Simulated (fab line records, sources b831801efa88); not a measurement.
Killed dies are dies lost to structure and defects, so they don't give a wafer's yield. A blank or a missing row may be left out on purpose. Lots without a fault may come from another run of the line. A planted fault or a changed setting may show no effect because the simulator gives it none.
Problem report in the 8D (eight disciplines) form, filled by code | flow gf180mcu | the parts of the form that need people (team, actions taken, sign-off) are left out

1. THE PROBLEM
SALICIDE_TIN_RS at GF_SALICIDE_RS_MEAS_04 reads a mean of 22.9 ohm/sq on 4 wafers of 3 lots; wafers without a fault read 16.4 ohm/sq with a standard deviation of 0.37. That is +18 standard deviations from the usual mean.
The step: measures by four-point-probe.
First seen on wafer L640.4, day 20 22:00, on film_metro-04. The record holds 40 wafers of 14 lots with a number at this step. Rule for "out", or "out of limits": more than 4 standard deviations from the usual mean. The other wafers with a number count as sound.

2. WHAT IT IS AND WHAT IT IS NOT
question                    | is                             | is not
which readings at this step | SALICIDE_TIN_RS                | -
which lots                  | L640, L641, L643               | L626, L627, L628, L630, L631, L632, L634, L644, L645, L647, L649
which wafers of those lots  | L640.4, L641.1, L641.4, L643.1 | L640.2, L643.2, L643.6
read on which gauges        | film_metro-03, film_metro-04   | film_metro-02
when                        | from day 20 22:00              | up to then (22 sound wafers); but 14 sound wafers of L643, L644, L645, L647, L649 came after

3. SUSPECTS, AND WHAT RULES EACH OUT
Counting: a tool at a process step up to the reading stays a suspect if it ran every lot that is out. Sound lots after the first of them don't rule it out here, since some wafers of a struck lot are sound.
- the gauge at GF_SALICIDE_RS_MEAS_04: ruled out. The wafers that are out were read on 2 gauges (film_metro-03, film_metro-04).
- pvd_sputter-04 at GF_SALICIDE_SPUTTER_02 (material Co, target thk 10 nm, time 20 s): kept. It ran every lot that is out, first L640 (day 20 21:56); its last sound lot up to then is L634 (day 18 06:49).
- pvd_sputter-04 at GF_SALICIDE_SPUTTER_03 (material TiN, target thk 20 nm, time 16.7 s): kept. It ran every lot that is out, first L640 (day 20 21:58); its last sound lot up to then is L634 (day 18 06:50).
Left after counting: pvd_sputter-04 at GF_SALICIDE_SPUTTER_02, pvd_sputter-04 at GF_SALICIDE_SPUTTER_03.

4. THE CAUSE (what the simulator had put in)
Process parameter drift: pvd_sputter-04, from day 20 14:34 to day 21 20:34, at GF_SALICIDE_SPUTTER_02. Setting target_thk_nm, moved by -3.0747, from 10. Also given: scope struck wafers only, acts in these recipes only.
Counting left 2 suspects, and this tool is among them.

5. THE CHAIN OF EFFECTS, in route order
Each row: a reading whose mean over the struck wafers that have a number lies more than 3 standard deviations from the usual. Only readings for which the record gives a usual standard deviation are gone through. hours: the time from each lot's start at the first step in this table that gives one to its start at this step, as a median over the lots. sigmas: the change in usual standard deviations.
hours | step                   | reading         | usual       | on struck wafers | change | sigmas
0     | GF_SALICIDE_RS_MEAS_04 | SALICIDE_TIN_RS | 16.4 ohm/sq | 22.9             | +6.5   | +18
Later measuring or inspecting steps at which every struck wafer that the step has a row for has a number for every such reading, and none has moved that far: GF_CONTACT_BOW_MEAS_05.

6. WHAT WOULD HAVE CAUGHT IT SOONER
In this record the first reading out of limits at a measuring or inspecting step was taken at day 20 22:00, 7 hours after the fault began at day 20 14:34.
Of the tool readings at GF_SALICIDE_SPUTTER_02 for which the record gives a usual standard deviation, none was out on any struck wafer, so an alarm limit of 4 standard deviations on them would not have fired.
Of the lots that are out (3), L641, L643 began GF_SALICIDE_SPUTTER_02 on pvd_sputter-04 after day 20 22:00. A hold on the tool at that time would have spared those 2.
